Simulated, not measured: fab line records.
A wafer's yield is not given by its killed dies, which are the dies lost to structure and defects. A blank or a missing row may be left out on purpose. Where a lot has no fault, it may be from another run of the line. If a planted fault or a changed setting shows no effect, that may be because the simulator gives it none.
Which of the tools did it? / flow sky130 / 36 wafers from 12 lots sampled at 2 of the route's 708 steps

WHAT THE GAUGES READ, wafer by wafer
SKY_VIA2_CD_MEAS_12 targets a cd of 200 nm. Usual: cdNm reads 200.4 nm (standard deviation 1.5).
lot=L284; measured=day 35 21:49; on=cdSem-01; cdNm (nm)=201.3 201.3 201.5; flag=
lot=L285; measured=day 36 16:11; on=cdSem-02; cdNm (nm)=200.5 199.6 198.6; flag=
lot=L287; measured=day 36 21:43; on=cdSem-02; cdNm (nm)=198.4 199.6 199.7; flag=
lot=L290; measured=day 38 06:26; on=cdSem-02; cdNm (nm)=200.7 199.8 200.5; flag=
lot=L291; measured=day 38 14:32; on=cdSem-01; cdNm (nm)=201.9 202.9 203.3; flag=
lot=L295; measured=day 39 19:57; on=cdSem-01; cdNm (nm)=201.1 202.4 201.1; flag=
lot=L297; measured=day 40 09:46; on=cdSem-02; cdNm (nm)=197.6 197.9 198.6; flag=
lot=L301; measured=day 41 06:56; on=cdSem-01; cdNm (nm)=200.4 197.2 197.9; flag=
lot=L302; measured=day 41 18:43; on=cdSem-02; cdNm (nm)=198.4 199.4 199.2; flag=
lot=L304; measured=day 42 05:00; on=cdSem-02; cdNm (nm)=202.2 201.7 201.3; flag=
lot=L305; measured=day 42 10:31; on=cdSem-02; cdNm (nm)=199.4 200.3 199.3; flag=
lot=L306; measured=day 42 14:16; on=cdSem-01; cdNm (nm)=200.0 200.1 199.5; flag=

TOOL THAT RAN EACH LOT (tool first, then ch and the chambers of the sampled wafers, then the start)
lot=L284; SKY_METAL2_SPUTTER_03=pvdSputter-04, day 33 15:32
lot=L285; SKY_METAL2_SPUTTER_03=pvdSputter-04, day 34 10:34
lot=L287; SKY_METAL2_SPUTTER_03=pvdSputter-04, day 34 16:16
lot=L290; SKY_METAL2_SPUTTER_03=pvdSputter-04, day 36 01:20
lot=L291; SKY_METAL2_SPUTTER_03=pvdSputter-01, day 36 09:50
lot=L295; SKY_METAL2_SPUTTER_03=pvdSputter-04, day 37 16:13
lot=L297; SKY_METAL2_SPUTTER_03=pvdSputter-01, day 38 06:38
lot=L301; SKY_METAL2_SPUTTER_03=pvdSputter-04, day 39 03:40
lot=L302; SKY_METAL2_SPUTTER_03=pvdSputter-02, day 39 16:34
lot=L304; SKY_METAL2_SPUTTER_03=pvdSputter-04, day 40 02:29
lot=L305; SKY_METAL2_SPUTTER_03=pvdSputter-04, day 40 08:44
lot=L306; SKY_METAL2_SPUTTER_03=pvdSputter-04, day 40 12:50
- SKY_METAL2_SPUTTER_03: material Ti, target thk 5 nm, time 3.3 s.

WHAT THE TOOLS THEMSELVES READ (means of the sampled wafers that have a number; where no wafer has one, the mark that the record gives instead)
SKY_METAL2_SPUTTER_03. Usual: throttleValvePct reads 30.4 % (standard deviation 0.87).
lot=L284; tool=pvdSputter-04; throttleValvePct (%)=31.0; flag=
lot=L285; tool=pvdSputter-04; throttleValvePct (%)=30.7; flag=
lot=L287; tool=pvdSputter-04; throttleValvePct (%)=31.0; flag=
lot=L290; tool=pvdSputter-04; throttleValvePct (%)=30.6; flag=
lot=L291; tool=pvdSputter-01; throttleValvePct (%)=30.9; flag=
lot=L295; tool=pvdSputter-04; throttleValvePct (%)=30.7; flag=
lot=L297; tool=pvdSputter-01; throttleValvePct (%)=29.5; flag=
lot=L301; tool=pvdSputter-04; throttleValvePct (%)=30.6; flag=
lot=L302; tool=pvdSputter-02; throttleValvePct (%)=29.0; flag=
lot=L304; tool=pvdSputter-04; throttleValvePct (%)=30.7; flag=
lot=L305; tool=pvdSputter-04; throttleValvePct (%)=30.8; flag=
lot=L306; tool=pvdSputter-04; throttleValvePct (%)=30.6; flag=

THE ANSWER, worked out from the rows above alone
Rule: lot off if the mean of its wafers having a number is beyond 3 standard deviations from the usual mean. A lot without any number at a reading at which 4 lots or more have one is off too. Where the step has rows for the other lots, those lots are counted as sound. After the gauges, taken in route order, come the tools' own readings; for these a lot's mean is taken, as printed above. The first step at which some lot is off is used, and at that step the reading that is off furthest; a lot without a number counts as furthest.
No lot is off on any of the readings shown, so nothing can be concluded from this.

WHAT THE SIMULATOR HAD INSERTED
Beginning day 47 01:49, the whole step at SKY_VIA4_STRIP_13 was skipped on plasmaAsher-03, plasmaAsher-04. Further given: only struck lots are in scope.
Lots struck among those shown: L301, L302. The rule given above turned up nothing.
